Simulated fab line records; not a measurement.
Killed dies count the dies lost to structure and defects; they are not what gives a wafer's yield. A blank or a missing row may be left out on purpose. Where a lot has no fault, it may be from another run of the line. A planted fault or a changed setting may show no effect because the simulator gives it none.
Which tool is to blame? -- flow sky130 -- 10 lots, 30 wafers sampled, at 4 steps of a route of 708

WHAT EACH GAUGE READ, for each wafer
SKY_VIA3_RS_MEAS_22: uses a four-point probe to measure.
lot,measured,on,VIA3_W_RS (ohm/sq)
L695,day 39 11:22,film metro-03,0.2914 0.2953 0.2900
L697,day 40 05:22,film metro-04,0.2959 0.2965 0.2989
L704,day 42 05:50,film metro-03,0.2970 0.2986 0.2945
L707,day 43 07:29,film metro-03,0.2954 0.2924 0.2899
L710,day 43 21:42,film metro-04,0.2903 0.2944 0.2989
L711,day 44 07:59,film metro-03,0.2935 0.2955 0.2946
L712,day 44 19:35,film metro-03,0.2958 0.2979 0.2947
L715,day 45 08:56,film metro-02,0.2917 0.2929 0.2957
L716,day 45 09:55,film metro-04,0.2986 0.2968 0.2914
L718,day 45 16:57,film metro-03,0.2987 0.2936 0.3004

EACH LOT AND THE TOOL THAT RAN IT (in order: tool; ch and the chambers of the sampled wafers; start)
lot,SKY_METAL3_METAL_ETCH_18,SKY_VIA3_ETCH_15,SKY_VIA3_STRIP_16
L695,"rie metal-03 ch 0,1, day 38 08:07","rie diel-04 ch 1,3, day 39 10:27","plasma asher-02 ch 0,1, day 39 10:32"
L697,"rie metal-02 ch 0,1, day 39 02:49","rie diel-02 ch 0,1,2, day 40 04:29","plasma asher-03 ch 0,1, day 40 04:35"
L704,"rie metal-02 ch 0,1, day 41 02:44","rie diel-02 ch 2,3, day 42 04:57","plasma asher-03 ch 0,1, day 42 05:02"
L707,"rie metal-04 ch 1, day 42 05:25","rie diel-02 ch 2,3, day 43 06:33","plasma asher-02 ch 0,1, day 43 06:37"
L710,"rie metal-04 ch 0,1, day 42 19:44","rie diel-02 ch 0,2,3, day 43 20:47","plasma asher-02 ch 0,1, day 43 20:52"
L711,"rie metal-04 ch 0,1, day 43 06:19","rie diel-02 ch 0,1,3, day 44 07:09","plasma asher-01 ch 0,1, day 44 07:13"
L712,"rie metal-04 ch 0,1, day 43 18:52","rie diel-04 ch 0,1,3, day 44 18:44","plasma asher-02 ch 0,1, day 44 18:47"
L715,"rie metal-02 ch 0,1, day 44 08:42","rie diel-01 ch 1,2, day 45 08:06","plasma asher-03 ch 0,1, day 45 08:10"
L716,"rie metal-02 ch 0,1, day 44 09:21","rie diel-04 ch 0,1,2, day 45 09:03","plasma asher-03 ch 1, day 45 09:07"
L718,"rie metal-03 ch 0,1, day 44 17:06","rie diel-04 ch 2,3, day 45 16:05","plasma asher-03 ch 0,1, day 45 16:09"
- SKY_METAL3_METAL_ETCH_18: etches the open film in Cl2/BCl3, stops on SiO2, target depth 845 nm, time 183.1 s.
- SKY_VIA3_ETCH_15: etches SiO2 in C4F8/O2/Ar, stops on TiN, target depth 507 nm, time 78 s.
- SKY_VIA3_STRIP_16: strips in O2/N2.

THE ANSWER, worked out from the rows above alone
Rule: the lots themselves supply what counts as usual. Put in order of their means at a reading, lots are off if they are a third of the lots or fewer, leave a main group of 4 or more, and stand apart from it by a gap of 3 or more times the standard deviation of the main group's means; of several such gaps the widest counts. Not used: any main group whose means are identical at the precision the tables above print for the reading. Also off: a lot with no number at a reading for which 4 or more lots have one. Where the step has rows for the other lots, those lots are counted as sound.
No lot is off on any of the readings shown, so nothing can be concluded from this.

WHAT THE SIMULATOR PUT IN
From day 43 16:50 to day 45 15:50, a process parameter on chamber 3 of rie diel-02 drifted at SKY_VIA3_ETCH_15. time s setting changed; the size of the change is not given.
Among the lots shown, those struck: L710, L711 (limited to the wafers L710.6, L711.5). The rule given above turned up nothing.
